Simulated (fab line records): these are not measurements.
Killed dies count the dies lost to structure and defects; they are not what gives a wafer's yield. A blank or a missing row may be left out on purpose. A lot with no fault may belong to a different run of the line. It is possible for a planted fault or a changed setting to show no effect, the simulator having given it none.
Which tool did it? | flow sky130 | Sampling: 14 lots, 42 wafers, 2 of 708 route steps

## WHAT THE GAUGES READ, wafer by wafer
SKY_METAL2_THK_MEAS_06: measures by xrf.
lot  | measured     | on            | METAL2_ALCU_THK (nm)
L939 | day 34 07:00 | film_metro-01 | 252 249 248
L940 | day 34 19:05 | film_metro-01 | 252 252 251
L941 | day 34 19:25 | film_metro-02 | 249 245 250
L943 | day 35 10:49 | film_metro-01 | 251 248 249
L944 | day 35 14:44 | film_metro-03 | 249 248 243
L945 | day 36 07:04 | film_metro-03 | 250 249 251
L946 | day 36 09:45 | film_metro-02 | 251 249 248
L947 | day 36 16:07 | film_metro-03 | 250 248 250
L955 | day 39 05:42 | film_metro-01 | 265 263 266
L957 | day 39 21:44 | film_metro-01 | 257 259 260
L959 | day 40 05:34 | film_metro-03 | 248 250 245
L960 | day 40 10:53 | film_metro-01 | 250 249 252
L961 | day 41 00:05 | film_metro-01 | 253 252 256
L962 | day 41 00:29 | film_metro-02 | 249 248 251

## TOOL THAT RAN EACH LOT (tool first, then ch and the chambers of the sampled wafers, then the start)
lot  | SKY_METAL2_SPUTTER_04
L939 | pvd_sputter-01, day 34 06:50
L940 | pvd_sputter-01, day 34 18:54
L941 | pvd_sputter-03, day 34 19:15
L943 | pvd_sputter-01, day 35 10:38
L944 | pvd_sputter-03, day 35 14:33
L945 | pvd_sputter-01, day 36 06:53
L946 | pvd_sputter-01, day 36 09:34
L947 | pvd_sputter-02, day 36 15:56
L955 | pvd_sputter-01, day 39 05:31
L957 | pvd_sputter-01, day 39 21:33
L959 | pvd_sputter-03, day 40 05:23
L960 | pvd_sputter-02, day 40 10:42
L961 | pvd_sputter-03, day 40 23:53
L962 | pvd_sputter-03, day 41 00:19
- SKY_METAL2_SPUTTER_04: material TiN, target thk 70 nm, time 58.3 s.

## AS READ BY THE TOOLS THEMSELVES (means over the sampled wafers that have a number; for cases with no such wafer, the mark the record gives instead)
SKY_METAL2_SPUTTER_04.
lot  | tool           | throttle_valve_pct (%)
L939 | pvd_sputter-01 | 29.9
L940 | pvd_sputter-01 | 29.8
L941 | pvd_sputter-03 | 29.9
L943 | pvd_sputter-01 | 29.2
L944 | pvd_sputter-03 | 30.5
L945 | pvd_sputter-01 | 29.6
L946 | pvd_sputter-01 | 30.7
L947 | pvd_sputter-02 | 29.3
L955 | pvd_sputter-01 | 30.6
L957 | pvd_sputter-01 | 29.8
L959 | pvd_sputter-03 | 29.7
L960 | pvd_sputter-02 | 29.1
L961 | pvd_sputter-03 | 30.5
L962 | pvd_sputter-03 | 30.4

## THE ANSWER, worked out from the rows above alone
Rule: usual is defined by the lots themselves. Put in order of their means at a reading, lots are off if they are a third of the lots or fewer, leave a main group of 4 or more, and stand apart from it by a gap of 3 or more times the standard deviation of the main group's means; of several such gaps the widest counts. If all means in a main group match to the digits the tables above print for the reading, that group is not used. A lot without any number at a reading at which 4 lots or more have one is off too. All remaining lots with rows at the step are treated as sound. First the gauges in route order, then the tools' own readings, where a lot's mean is used as printed above. At the first step where some lot is off, the reading lying furthest off is the one used; lots without a number count as furthest.
Across all readings shown, no lot is off: no conclusion can be drawn from this.

## WHAT THE SIMULATOR PUT IN
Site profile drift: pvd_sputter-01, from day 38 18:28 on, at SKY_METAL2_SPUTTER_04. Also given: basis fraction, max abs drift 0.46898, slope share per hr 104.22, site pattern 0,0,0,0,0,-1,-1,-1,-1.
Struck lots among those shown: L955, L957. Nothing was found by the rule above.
